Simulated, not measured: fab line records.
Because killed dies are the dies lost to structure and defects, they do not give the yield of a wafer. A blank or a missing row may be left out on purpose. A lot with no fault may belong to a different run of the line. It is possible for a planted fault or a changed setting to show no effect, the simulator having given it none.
fab line records	flow gf180mcu
record: lots: 13	wafers: 39	last_day: 34
route steps=602 shown MVSD@75 HV_LDD@228 CONTACT@309
lots untouched by any fault: they come from a run of this same line in which no faults occurred
start_h: the number of hours between the record's first day and the start of the first shown wafer of the lot	wait_h: how many hours have passed since the lot's step before this one	" repeats the value in the row above	L1.1+2: a row that stands for several wafers	- value missing, or start not given	* or withheld: withheld	< > ~ a bound
route shown NAME@n: NAME is a module with steps in the file, n the number in the route of the first one	usual: average and standard deviation across the fault-free wafers	same: alike in all rows	chamber/n: place in a boat	sites: each site's reading	_std_site: standard deviation of those values	_edge_site: inner sites' mean taken away from outer sites' mean	radius_mm: for every site, how far away it sits from the centre of the wafer	mask NAME#n: copy n	behind: the last tool/chamber to shape the wafer	hold: why the lot was held/for how many hours/how that ended	device: which transistor (n, p or np) failed to switch	end of line: the route-end tests of the same wafers	a step with no rows: only its recipe	killed: the dies lost at the first sort to structure and to defects; this is not the yield of the wafer	map: the dies of a wafer, with x for killed, . for not killed, _ for no die there
set.NAME: the run value of the setting; set.NAME@STEP: its run value at that earlier step	model.NAME: the simulator's own value behind a step, which no gauge read
steps of the route over a sample of lots; a table a step, a row a wafer
services: when a tool's chamber went out of use (start_h, in hours from the record's first day, below 0 if earlier), for how many hours, and the reason
== steps ==
step: GF_MVSD_IMPLANT_09
recipe: species: P	energy_kev: 100	dose_cm2: 5e+12	tilt_deg: 0
usual: dose_ions_cm2: 5e+12/5.1e+09	faraday_current_uA: 28.2/0.59
lot.wafer	tool	chamber	start_h	wait_h	dose_ions_cm2	faraday_current_uA
L613.1	implanter-02	0	82.17	0.1	4.991e+12	28.4
L613.3	"	0	"	"	4.996e+12	28.2
L613.6	"	0	"	"	4.996e+12	28.7
L614.2	implanter-02	0	87.79	0.1	4.986e+12	28.0
L614.4	"	0	"	"	5.002e+12	28.6
L614.6	"	0	"	"	4.994e+12	28.5
L615.2	implanter-02	0	92.99	0.1	4.996e+12	28.4
L615.4	"	0	"	"	5.001e+12	27.9
L615.6	"	0	"	"	5.001e+12	27.4
L616.1	implanter-04	0	98.87	0.1	5.012e+12	29.1
L616.2	"	0	"	"	5e+12	29.0
L616.3	"	0	"	"	5.005e+12	27.8
L618.2	implanter-03	0	111.78	0.1	4.998e+12	27.7
L618.3	"	0	"	"	4.998e+12	27.7
L618.6	"	0	"	"	5.007e+12	28.0
L619.1	implanter-04	0	116.81	0.1	5.007e+12	28.8
L619.5	"	0	"	"	5.001e+12	28.1
L619.6	"	0	"	"	5.005e+12	27.2
L620.1	implanter-04	0	124.71	0.1	4.996e+12	27.9
L620.4	"	0	"	"	5.001e+12	28.3
L620.6	"	0	"	"	4.998e+12	28.8
L624.1	implanter-03	0	149.37	0.1	3.042e+12	17.6
L624.3	"	0	"	"	3.042e+12	17.0
L624.6	"	0	"	"	3.039e+12	17.4
L625.1	implanter-03	0	153.76	0.1	3.047e+12	17.1
L625.4	"	0	"	"	3.044e+12	17.2
L625.5	"	0	"	"	3.046e+12	17.3
L629.2	implanter-02	0	175.69	0.1	5.001e+12	27.7
L629.3	"	0	"	"	5.006e+12	27.9
L629.4	"	0	"	"	5.001e+12	28.0
L634.4	implanter-02	0	203.99	0.1	4.997e+12	28.5
L634.5	"	0	"	"	4.993e+12	29.4
L634.6	"	0	"	"	4.997e+12	28.3
L635.3	implanter-02	0	210.27	0.1	5e+12	28.4
L635.4	"	0	"	"	4.997e+12	28.4
L635.5	"	0	"	"	5e+12	28.1
L636.2	implanter-04	0	216.60	0.1	5.005e+12	27.8
L636.4	"	0	"	"	5.005e+12	28.2
L636.5	"	0	"	"	4.995e+12	27.9
step: GF_VT_IMPLANT_RS_MEAS_46
recipe: thk_meas_gauge: four-point-probe
usual: MVSD_RS: 456.6/1.1
lot.wafer	tool	chamber	start_h	wait_h	MVSD_RS[ohm/sq]
L613.1	film_metro-03	-	157.72	0.1	457.6
L613.3	"	-	"	"	458.3
L613.6	"	-	"	"	455.8
L614.2	film_metro-04	-	162.45	0.1	455.1
L614.4	"	-	"	"	454.8
L614.6	"	-	"	"	455.6
L615.2	film_metro-04	-	169.85	0.1	456.2
L615.4	"	-	"	"	453.7
L615.6	"	-	"	"	455.6
L616.1	film_metro-04	-	177.52	0.1	454.9
L616.2	"	-	"	"	455.6
L616.3	"	-	"	"	455.2
L618.2	film_metro-01	-	190.74	0.1	456.6
L618.3	"	-	"	"	458.1
L618.6	"	-	"	"	456.3
L619.1	film_metro-01	-	197.42	0.1	457.0
L619.5	"	-	"	"	457.8
L619.6	"	-	"	"	456.2
L620.1	film_metro-01	-	205.62	0.1	455.5
L620.4	"	-	"	"	456.8
L620.6	"	-	"	"	456.5
L624.1	film_metro-03	-	234.23	0.1	489.0
L624.3	"	-	"	"	490.3
L624.6	"	-	"	"	492.5
L625.1	film_metro-03	-	238.62	0.1	491.3
L625.4	"	-	"	"	491.6
L625.5	"	-	"	"	491.7
L629.2	film_metro-01	-	263.09	0.1	456.6
L629.3	"	-	"	"	456.9
L629.4	"	-	"	"	456.1
L634.4	film_metro-03	-	292.49	0.1	456.0
L634.5	"	-	"	"	457.5
L634.6	"	-	"	"	456.7
L635.3	film_metro-01	-	300.66	0.1	454.8
L635.4	"	-	"	"	455.5
L635.5	"	-	"	"	454.7
L636.2	film_metro-01	-	307.54	0.1	455.8
L636.4	"	-	"	"	455.6
L636.5	"	-	"	"	455.2
step: GF_HV_LDD_RTA_52
recipe: temp_c: 1000	time_s: 10	ambient: N2
usual: chamber_o2_ppm: 1.996/0.02	lamp_power_pct: 37.1/2	wafer_temp_C_max: 1006.8/1.5
lot.wafer	tool	chamber	start_h	wait_h	chamber_o2_ppm	lamp_power_pct	wafer_temp_C_max
L613.1	rtp_anneal-01	0	270.09	0.0	1.983	35.4	1005.6
L613.3	"	0	"	"	2.017	35.4	1005.8
L613.6	"	0	"	"	1.990	35.4	1004.3
L614.2	rtp_anneal-01	0	274.11	0.0	1.989	35.4	1004.9
L614.4	"	0	"	"	2.013	35.4	1007.3
L614.6	"	0	"	"	1.978	35.4	1005.0
L615.2	rtp_anneal-01	0	283.16	0.0	1.976	35.4	1006.7
L615.4	"	0	"	"	1.999	35.4	1006.4
L615.6	"	0	"	"	1.985	35.4	1006.0
L616.1	rtp_anneal-02	0	295.39	0.0	1.971	39.4	1009.2
L616.2	"	0	"	"	2.002	39.4	1005.4
L616.3	"	0	"	"	1.991	39.4	1005.6
L618.2	rtp_anneal-02	0	312.81	0.0	1.995	39.3	1007.0
L618.3	"	0	"	"	2.006	39.4	1007.8
L618.6	"	0	"	"	1.991	39.5	1007.8
L619.1	rtp_anneal-01	0	325.45	0.0	1.997	35.4	1006.0
L619.5	"	0	"	"	2.010	35.4	1005.2
L619.6	"	0	"	"	2.009	35.4	1006.7
L620.1	rtp_anneal-01	0	333.70	0.0	1.976	35.4	1005.4
L620.4	"	0	"	"	2.006	35.4	1005.6
L620.6	"	0	"	"	1.954	35.3	1005.9
L624.1	rtp_anneal-02	0	376.24	0.0	1.990	39.4	1006.6
L624.3	"	0	"	"	1.999	39.4	1008.5
L624.6	"	0	"	"	2.013	39.4	1008.5
L625.1	rtp_anneal-01	0	376.49	0.0	1.969	35.4	1004.9
L625.4	"	0	"	"	1.977	35.4	1006.1
L625.5	"	0	"	"	1.981	35.4	1006.1
L629.2	rtp_anneal-02	0	407.90	0.0	1.988	39.4	1007.4
L629.3	"	0	"	"	2.012	39.4	1007.8
L629.4	"	0	"	"	1.964	39.5	1007.5
L634.4	rtp_anneal-02	0	439.82	0.0	1.977	39.4	1007.2
L634.5	"	0	"	"	2.029	39.4	1009.9
L634.6	"	0	"	"	1.982	39.4	1007.9
L635.3	rtp_anneal-01	0	447.47	0.0	1.986	35.4	1005.7
L635.4	"	0	"	"	1.953	35.4	1005.9
L635.5	"	0	"	"	2.012	35.4	1006.9
L636.2	rtp_anneal-01	0	458.05	0.0	2.014	35.4	1006.1
L636.4	"	0	"	"	1.954	35.4	1004.3
L636.5	"	0	"	"	1.978	35.4	1006.2
step: GF_CONTACT_SPUTTER_22
recipe: material: Ti	target_thk_nm: 15	chamber_pressure_pa: 5	power_w: 2500	substrate_temp_c: 200	time_s: 80.02
usual: cathode_dc_power_W: 2500.0/0.44	throttle_valve_pct: 29.8/1.4
lot.wafer	tool	chamber	start_h	wait_h	cathode_dc_power_W	throttle_valve_pct
L613.1	pvd_sputter-02	-	356.10	0.0	2500.8	31.1
L613.3	"	-	"	"	2500.0	29.0
L613.6	"	-	"	"	2500.1	29.5
L614.2	pvd_sputter-03	-	359.20	0.0	2499.9	32.3
L614.4	"	-	"	"	2499.1	30.2
L614.6	"	-	"	"	2499.3	29.4
L615.2	pvd_sputter-04	-	368.74	0.0	2500.1	30.5
L615.4	"	-	"	"	2499.8	30.5
L615.6	"	-	"	"	2500.5	30.3
L616.1	pvd_sputter-03	-	385.39	0.0	2499.5	30.0
L616.2	"	-	"	"	2499.3	27.0
L616.3	"	-	"	"	2500.0	29.7
L618.2	pvd_sputter-04	-	406.09	0.0	2499.8	29.4
L618.3	"	-	"	"	2501.8	30.5
L618.6	"	-	"	"	2499.7	30.4
L619.1	pvd_sputter-03	-	420.69	0.0	2500.1	32.3
L619.5	"	-	"	"	2500.2	32.1
L619.6	"	-	"	"	2499.7	29.9
L620.1	pvd_sputter-02	-	430.54	0.0	2500.2	29.5
L620.4	"	-	"	"	2499.4	31.1
L620.6	"	-	"	"	2500.5	31.4
L624.1	pvd_sputter-03	-	478.03	0.0	2499.9	32.2
L624.3	"	-	"	"	2499.3	29.3
L624.6	"	-	"	"	2500.1	30.0
L625.1	pvd_sputter-02	-	478.93	0.0	2500.0	29.4
L625.4	"	-	"	"	2499.8	31.1
L625.5	"	-	"	"	2500.0	31.2
L629.2	pvd_sputter-03	-	511.11	0.0	2500.0	30.0
L629.3	"	-	"	"	2500.1	27.1
L629.4	"	-	"	"	2500.9	29.4
L634.4	pvd_sputter-02	-	539.78	0.0	2499.3	29.5
L634.5	"	-	"	"	2499.9	30.9
L634.6	"	-	"	"	2500.0	31.6
L635.3	pvd_sputter-03	-	547.80	0.0	2499.9	32.2
L635.4	"	-	"	"	2499.9	27.0
L635.5	"	-	"	"	2500.1	29.5
L636.2	pvd_sputter-03	-	556.55	0.0	2500.3	32.5
L636.4	"	-	"	"	2500.4	27.4
L636.5	"	-	"	"	2500.6	29.5
step: GF_CONTACT_RS_MEAS_25
recipe: thk_meas_gauge: four-point-probe	reads: W_of_CONTACT_CVD_24+TiN_of_CONTACT_SPUTTER_23+Ti_of_CONTACT_SPUTTER_22
usual: CONTACT_W_RS: 0.383/0.004
lot.wafer	tool	chamber	start_h	wait_h	CONTACT_W_RS[ohm/sq]
L613.1	film_metro-04	-	356.30	0.1	0.386
L613.3	"	-	"	"	0.380
L613.6	"	-	"	"	0.383
L614.2	film_metro-01	-	359.42	0.1	0.389
L614.4	"	-	"	"	0.385
L614.6	"	-	"	"	0.386
L615.2	film_metro-04	-	368.96	0.1	0.385
L615.4	"	-	"	"	0.390
L615.6	"	-	"	"	0.379
L616.1	film_metro-01	-	385.59	0.1	0.390
L616.2	"	-	"	"	0.383
L616.3	"	-	"	"	0.386
L618.2	film_metro-04	-	406.31	0.1	0.389
L618.3	"	-	"	"	0.387
L618.6	"	-	"	"	0.388
L619.1	film_metro-04	-	420.89	0.1	0.386
L619.5	"	-	"	"	0.383
L619.6	"	-	"	"	0.387
L620.1	film_metro-01	-	430.84	0.2	0.384
L620.4	"	-	"	"	0.389
L620.6	"	-	"	"	0.379
L624.1	film_metro-04	-	478.23	0.1	0.385
L624.3	"	-	"	"	0.382
L624.6	"	-	"	"	0.381
L625.1	film_metro-04	-	479.13	0.1	0.380
L625.4	"	-	"	"	0.379
L625.5	"	-	"	"	0.376
L629.2	film_metro-01	-	511.33	0.1	0.379
L629.3	"	-	"	"	0.382
L629.4	"	-	"	"	0.387
L634.4	film_metro-01	-	540.05	0.1	0.381
L634.5	"	-	"	"	0.381
L634.6	"	-	"	"	0.381
L635.3	film_metro-04	-	548.04	0.1	0.374
L635.4	"	-	"	"	0.379
L635.5	"	-	"	"	0.377
L636.2	film_metro-04	-	556.77	0.1	0.383
L636.4	"	-	"	"	0.385
L636.5	"	-	"	"	0.384
== services ==
tool	chamber	start_h	hours	kind
implanter-04	-	76.10	4.8	pm
pvd_sputter-04	-	108.15	7.0	repair
implanter-02	-	133.53	1.0	repair
implanter-02	-	142.52	1.1	repair
pvd_sputter-03	-	147.25	3.0	repair
pvd_sputter-04	-	165.92	2.0	repair
pvd_sputter-04	-	183.41	75.6	repair
pvd_sputter-04	-	206.43	1.4	repair
implanter-03	-	222.72	1.2	repair
implanter-04	-	224.28	3.7	repair
implanter-04	-	245.42	4.0	pm
implanter-02	-	279.02	1.5	repair
implanter-02	-	292.07	6.0	pm
implanter-02	-	370.83	4.5	pm
pvd_sputter-02	-	382.14	3.5	repair
rtp_anneal-02	-	390.42	5.0	pm
rtp_anneal-01	-	422.55	7.1	pm
implanter-04	-	430.82	3.7	repair
implanter-02	-	436.93	0.9	repair
implanter-02	-	442.24	5.0	repair
implanter-03	-	472.04	10.5	pm
implanter-03	-	532.11	14.4	repair
implanter-03	-	546.47	4.4	pm
implanter-02	-	548.46	1.3	repair
== key ==
first_sign: step: GF_MVSD_IMPLANT_09	reading: dose_ions_cm2	direction: down	sigmas: 99+	usual: 5e+12	struck: 3.044e+12
effect: step: GF_MVSD_IMPLANT_09	reading: faraday_current_uA	direction: down	sigmas: 19	usual: 28.2	struck: 17.2
effect: step: GF_VT_IMPLANT_RS_MEAS_46	reading: MVSD_RS	direction: up	sigmas: 31	usual: 456.6	struck: 491.1
met_at GF_MVSD_IMPLANT_09
struck_lots L624,L625
tester_left_out L624,L625
not_acting_at GF_HV_LDD_RTA_52,GF_CONTACT_SPUTTER_22,GF_CONTACT_RS_MEAS_25
onset_between 111.78 149.37
fault: kind: process_parameter_drift	tool: implanter-03	chamber: -	onset_h: 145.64	steps: GF_MVSD_IMPLANT_09	channel: dose_cm2	offset: -1.9581e+12	shape: step	end_h: 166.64	acts_in: these_recipes_only	stated: 5e+12
tester_left_out: of these lots the tester's yield and bins aren't shown, on N5 and GAA mostly nor the transistor test; their killed dies are dies lost to structure and defects alone, not to doping, threshold or leakage, so they don't give the yield
